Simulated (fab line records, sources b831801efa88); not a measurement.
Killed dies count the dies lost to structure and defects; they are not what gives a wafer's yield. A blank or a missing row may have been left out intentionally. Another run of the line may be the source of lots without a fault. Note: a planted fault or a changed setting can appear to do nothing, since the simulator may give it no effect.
What tool caused it? -- flow sky130 -- 33 wafers from 11 lots sampled at 6 of the route's 708 steps

WHAT THE GAUGES READ, wafer by wafer
SKY_SD_N_CD_MEAS_07 targets a cd of 380 nm.
lot,measured,on,cdNm (nm)
L312,day 27 19:37,cdSem-02,379.4 379.8 379.0
L313,day 28 02:46,cdSem-01,380.4 380.5 380.5
L316,day 29 11:34,cdSem-02,379.1 378.8 377.6
L318,day 29 18:31,cdSem-02,381.6 379.4 379.8
L320,day 31 06:25,cdSem-02,383.0 381.2 382.0
L324,day 31 23:50,cdSem-02,378.8 378.3 379.0
L327,day 32 21:22,cdSem-02,381.0 379.0 377.9
L331,day 34 16:40,cdSem-01,381.0 378.2 382.3
L333,day 34 16:31,cdSem-01,382.7 381.9 384.1
L334,day 34 22:55,cdSem-02,381.1 380.8 380.1
L335,day 35 07:49,cdSem-02,380.8 379.6 380.1

SKY_SD_N_RS_MEAS_16: measurement is done with a four-point probe.
lot,measured,on,SD_N_RS (ohm/sq)
L312,day 27 20:28,filmMetro-03,68.63 68.65 68.69
L313,day 28 03:36,filmMetro-03,68.53 68.51 68.51
L316,day 29 12:25,filmMetro-04,68.77 68.65 68.65
L318,day 29 19:22,filmMetro-03,68.36 68.61 68.59
L320,day 31 07:15,filmMetro-04,68.65 68.74 68.57
L324,day 32 00:40,filmMetro-01,68.66 68.63 68.67
L327,day 32 22:15,filmMetro-01,68.71 68.68 68.70
L331,day 34 17:30,filmMetro-04,68.78 68.81 68.80
L333,day 34 17:22,filmMetro-01,72.04 71.96 71.87
L334,day 34 23:49,filmMetro-03,71.82 71.87 72.05
L335,day 35 08:42,filmMetro-01,68.82 68.69 68.70

SKY_SD_N_RS_MEAS_17: measurement is done with a four-point probe.
lot,measured,on,SD_P_RS (ohm/sq)
L312,day 27 20:35,filmMetro-03,147.4 147.6 147.4
L313,day 28 03:43,filmMetro-03,147.4 146.9 146.4
L316,day 29 12:32,filmMetro-04,147.7 147.3 147.6
L318,day 29 19:29,filmMetro-03,146.5 147.2 147.2
L320,day 31 07:22,filmMetro-04,147.5 147.6 147.6
L324,day 32 00:47,filmMetro-01,147.2 147.6 147.0
L327,day 32 22:22,filmMetro-01,147.4 147.8 147.5
L331,day 34 17:37,filmMetro-04,148.3 147.9 148.1
L333,day 34 17:29,filmMetro-01,165.9 166.2 166.4
L334,day 34 23:56,filmMetro-03,166.2 166.3 166.7
L335,day 35 08:49,filmMetro-01,147.9 147.6 147.4

WHAT TOOL EACH LOT RAN ON (gives the tool, then ch and the chambers of the sampled wafers, and finally the start)
lot,SKY_SPACER_ETCHBACK_02,SKY_POLY_CUT_ETCH_10,SKY_SD_N_RTA_14
L312,"rieDiel-04 ch 1,2,3, day 22 21:16","rieDiel-04 ch 0,1,2, day 24 03:40","rtpAnneal-02 ch 0, day 27 20:17"
L313,"rieDiel-03 ch 0,2,3, day 23 04:17","rieDiel-04 ch 1,2, day 24 10:29","rtpAnneal-01 ch 0, day 28 03:26"
L316,"rieDiel-01 ch 0,1,2, day 24 15:56","rieDiel-02 ch 0,1,3, day 25 21:37","rtpAnneal-02 ch 0, day 29 12:14"
L318,"rieDiel-01 ch 1,2, day 24 23:37","rieDiel-03 ch 0,2,3, day 26 04:49","rtpAnneal-01 ch 0, day 29 19:11"
L320,"rieDiel-03 ch 0,1,2, day 26 14:03","rieDiel-03 ch 1,3, day 27 19:07","rtpAnneal-02 ch 0, day 31 07:05"
L324,"rieDiel-03 ch 0,2,3, day 27 08:43","rieDiel-03 ch 1,2,3, day 28 13:10","rtpAnneal-02 ch 0, day 32 00:29"
L327,"rieDiel-03 ch 0,2,3, day 28 07:16","rieDiel-03 ch 1,2, day 29 11:25","rtpAnneal-01 ch 0, day 32 22:03"
L331,"rieDiel-01 ch 0,1,3, day 30 04:13","rieDiel-04 ch 0,1,2, day 31 08:47","rtpAnneal-01 ch 0, day 34 17:20"
L333,"rieDiel-04 ch 0,1,2, day 30 04:13","rieDiel-03 ch 1,2,3, day 31 08:10","rtpAnneal-02 ch 0, day 34 17:11"
L334,"rieDiel-04 ch 0,1,2, day 30 11:29","rieDiel-02 ch 1,2,3, day 31 14:49","rtpAnneal-02 ch 0, day 34 23:38"
L335,"rieDiel-03 ch 0,3, day 30 18:58","rieDiel-02 ch 0,2, day 31 22:43","rtpAnneal-01 ch 0, day 35 08:32"
- SKY_SPACER_ETCHBACK_02: etches Si3N4 in CH3F/O2, stops on SiO2, time 46.7 s, target depth 45 nm.
- SKY_POLY_CUT_ETCH_10: etches BARC in N2/H2, stops on SiO2, time 45.9 s, target depth 60 nm.
- SKY_SD_N_RTA_14: time 2 s.

AS READ BY THE TOOLS THEMSELVES (means over the sampled wafers that have a number; for cases with no such wafer, the mark the record gives instead)
SKY_SPACER_ETCHBACK_02.
lot,tool,chamberPressureMTorr (mTorr),drypumpMotorCurrentA (A),oesProductAu (a.u.),throttleValvePct (%)
L312,rieDiel-04,25.005,5.8,0.861,10.564
L313,rieDiel-03,24.994,5.9,0.854,10.568
L316,rieDiel-01,25.011,6.0,0.860,10.559
L318,rieDiel-01,24.994,6.2,0.853,10.563
L320,rieDiel-03,24.987,6.1,0.858,10.573
L324,rieDiel-03,24.982,5.9,0.857,10.566
L327,rieDiel-03,24.986,5.9,0.860,10.569
L331,rieDiel-01,25.002,5.4,0.855,10.567
L333,rieDiel-04,24.996,5.7,0.856,10.564
L334,rieDiel-04,25.000,5.7,0.860,10.570
L335,rieDiel-03,24.988,5.7,0.853,10.556

SKY_POLY_CUT_ETCH_10.
lot,tool,chamberPressureMTorr (mTorr),drypumpMotorCurrentA (A),n2FlowSccm (sccm),oesProductAu (a.u.),throttleValvePct (%)
L312,rieDiel-04,30.021,5.7,100.0,0.856,13.224
L313,rieDiel-04,29.998,5.5,100.0,0.857,13.216
L316,rieDiel-02,30.018,4.9,100.2,0.847,13.236
L318,rieDiel-03,30.010,5.9,100.1,0.855,13.227
L320,rieDiel-03,29.989,5.8,99.6,0.858,13.216
L324,rieDiel-03,29.979,5.9,100.1,0.856,13.234
L327,rieDiel-03,29.985,6.3,99.9,0.855,13.232
L331,rieDiel-04,30.005,5.6,100.0,0.854,13.222
L333,rieDiel-03,29.985,6.0,99.7,0.859,13.227
L334,rieDiel-02,29.993,5.4,100.2,0.857,13.221
L335,rieDiel-02,30.006,6.1,100.4,0.859,13.223

SKY_SD_N_RTA_14.
lot,tool,lampPowerPct (%),wafer_temp_C_max
L312,rtpAnneal-02,15.71,1078.2
L313,rtpAnneal-01,15.75,1077.9
L316,rtpAnneal-02,15.76,1077.6
L318,rtpAnneal-01,15.80,1078.8
L320,rtpAnneal-02,15.74,1079.0
L324,rtpAnneal-02,15.79,1078.6
L327,rtpAnneal-01,15.76,1077.3
L331,rtpAnneal-01,15.77,1077.4
L333,rtpAnneal-02,15.02,1078.7
L334,rtpAnneal-02,15.04,1078.2
L335,rtpAnneal-01,15.74,1077.3

THE ANSWER, worked out from the rows above alone
Rule: the usual values come from the lots themselves. Put in order of their means at a reading, lots are off if they are a third of the lots or fewer, leave a main group of 4 or more, and stand apart from it by a gap of 3 or more times the standard deviation of the main group's means; of several such gaps the widest counts. A main group whose means are all the same, to the digits that the tables above print for the reading, isn't used. A lot without any number at a reading at which 4 lots or more have one is off too. Any other lot the step has rows for is counted as sound. First the gauges in route order, then the tools' own readings, where a lot's mean is used as printed above. The first step at which some lot is off is used, and at that step the reading that is off furthest; a lot without a number counts as furthest.
Off: at SKY_SD_N_RS_MEAS_16 (SD_N_RS), L333, L334. The main group has a mean of 68.66 ohm/sq with a standard deviation of 0.086.
A tool fits if, at a process step before that reading, it ran every lot that is off, and no sound lot after the first of them. Not tried: the gauges at SKY_SD_N_RS_MEAS_16; whatever is off there is also off at SKY_SD_N_RTA_14, on other tools, and gauge error can't account for it. 2 tools fit, rieDiel-04 at SKY_SPACER_ETCHBACK_02 and rtpAnneal-02 at SKY_SD_N_RTA_14, so this cannot tell which one it is.

WHAT THE SIMULATOR HAD INSERTED
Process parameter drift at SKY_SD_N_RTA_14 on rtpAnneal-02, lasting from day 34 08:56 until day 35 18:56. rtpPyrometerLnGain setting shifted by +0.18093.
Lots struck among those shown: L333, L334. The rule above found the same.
